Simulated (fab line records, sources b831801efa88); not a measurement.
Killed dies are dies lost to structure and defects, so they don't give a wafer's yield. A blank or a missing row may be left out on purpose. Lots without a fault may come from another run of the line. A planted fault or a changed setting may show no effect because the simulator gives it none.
Problem report in the 8D (eight disciplines) form, filled by code | flow sky130 | the parts of the form that need people (team, actions taken, sign-off) are left out

1. THE PROBLEM
beam_energy_keV at SKY_LDD_N_IMPLANT_10 reads a mean of 18.838 on 6 wafers of 2 lots; wafers without a fault read 20.000 with a standard deviation of 0.0065. That is -99 or more standard deviations from the usual mean.
First seen on wafer L279.3, day 23 03:42, on implanter-01. The record holds 18 wafers of 6 lots with a number at this step. Rule for "out", or "out of limits": more than 4 standard deviations from the usual mean. The other wafers with a number count as sound.

2. WHAT IT IS AND WHAT IT IS NOT
question                    | is                     | is not
which readings at this step | beam_energy_keV        | end_station_pressure_torr
which lots                  | L279, L281             | L269, L272, L286, L289
which wafers of those lots  | all that have a number | -
read on which tools         | implanter-01           | implanter-02, implanter-04
when                        | from day 23 03:42      | up to then (6 sound wafers); but 6 sound wafers of L286, L289 came after

3. SUSPECTS, AND WHAT RULES EACH OUT
Counting: a tool at a process step up to the reading stays a suspect if it ran every lot that is out and no sound lot after the first of them.
- implanter-01 at SKY_LDD_N_IMPLANT_10: kept. It ran every lot that is out, first L279 (day 23 03:42), and no sound lot after that; its last sound lot up to then is L269 (day 18 06:28). Its own readings are out on those wafers: beam_energy_keV.
Left after counting: implanter-01 at SKY_LDD_N_IMPLANT_10.

4. THE CAUSE (what the simulator had put in)
Process parameter drift: implanter-01, from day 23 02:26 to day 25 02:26, at SKY_LDD_N_IMPLANT_10. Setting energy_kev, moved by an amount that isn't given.
Counting left only this tool.

5. THE CHAIN OF EFFECTS, in route order
Each row: a reading whose mean over the struck wafers that have a number lies more than 3 standard deviations from the usual. Only readings for which the record gives a usual standard deviation are gone through. hours: the time from each lot's start at the first step in this table that gives one to its start at this step, as a median over the lots. sigmas: the change in usual standard deviations.
hours | step                 | reading         | usual  | on struck wafers | change | sigmas
0     | SKY_LDD_N_IMPLANT_10 | beam_energy_keV | 20.000 | 18.838           | -1.162 | -99 or more
The process steps in it:
- SKY_LDD_N_IMPLANT_10

6. WHAT WOULD HAVE CAUGHT IT SOONER
In this record the first reading out of limits was taken at day 23 03:42, 1 hour after the fault began at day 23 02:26.
